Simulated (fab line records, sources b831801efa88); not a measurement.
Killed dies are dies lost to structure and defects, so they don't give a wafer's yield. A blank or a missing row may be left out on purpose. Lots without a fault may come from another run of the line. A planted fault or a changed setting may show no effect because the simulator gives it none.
Which tool did it? | flow gf180mcu | 12 lots, 36 wafers sampled, at 1 step of a route of 602

WHAT THE GAUGES READ, wafer by wafer
GF_POLY_GATE_THK_MEAS_01.
lot  | measured     | on            | POLY_GATE_CVD_00_THK (nm)
L075 | day 8 00:43  | film_metro-01 | 199.3 197.9 199.6
L077 | day 8 14:48  | film_metro-01 | 197.1 196.7 196.8
L079 | day 9 05:22  | film_metro-01 | 199.8 200.1 198.9
L081 | day 11 10:07 | film_metro-02 | 199.8 197.3 199.2
L083 | day 11 15:45 | film_metro-02 | 201.1 202.2 201.2
L085 | day 11 17:05 | film_metro-01 | 203.1 203.2 203.6
L087 | day 12 03:04 | film_metro-01 | 200.2 201.9 201.3
L089 | day 12 22:11 | film_metro-01 | 202.2 201.8 200.7
L091 | day 13 17:17 | film_metro-03 | 201.2 200.9 199.8
L094 | day 14 14:40 | film_metro-02 | 199.2 200.1 198.7
L095 | day 14 21:23 | film_metro-03 | 196.0 196.4 196.6
L096 | day 15 14:23 | film_metro-02 | 202.2 203.3 201.6

WHICH TOOL RAN EACH LOT (tool, then ch and the chambers of the sampled wafers, then the start)
The record holds no process step before these readings.

THE ANSWER, worked out from the rows above alone
Rule: what is usual is taken from the lots themselves. Put in order of their means at a reading, lots are off if they are a third of the lots or fewer, leave a main group of 4 or more, and stand apart from it by a gap of 3 or more times the standard deviation of the main group's means; of several such gaps the widest counts. A main group whose means are all the same, to the digits that the tables above print for the reading, isn't used. A lot without any number at a reading at which 4 lots or more have one is off too. The other lots that the step has rows for count as sound.
No lot is off at any reading shown: from this, nothing can be told.

WHAT THE SIMULATOR HAD PUT IN
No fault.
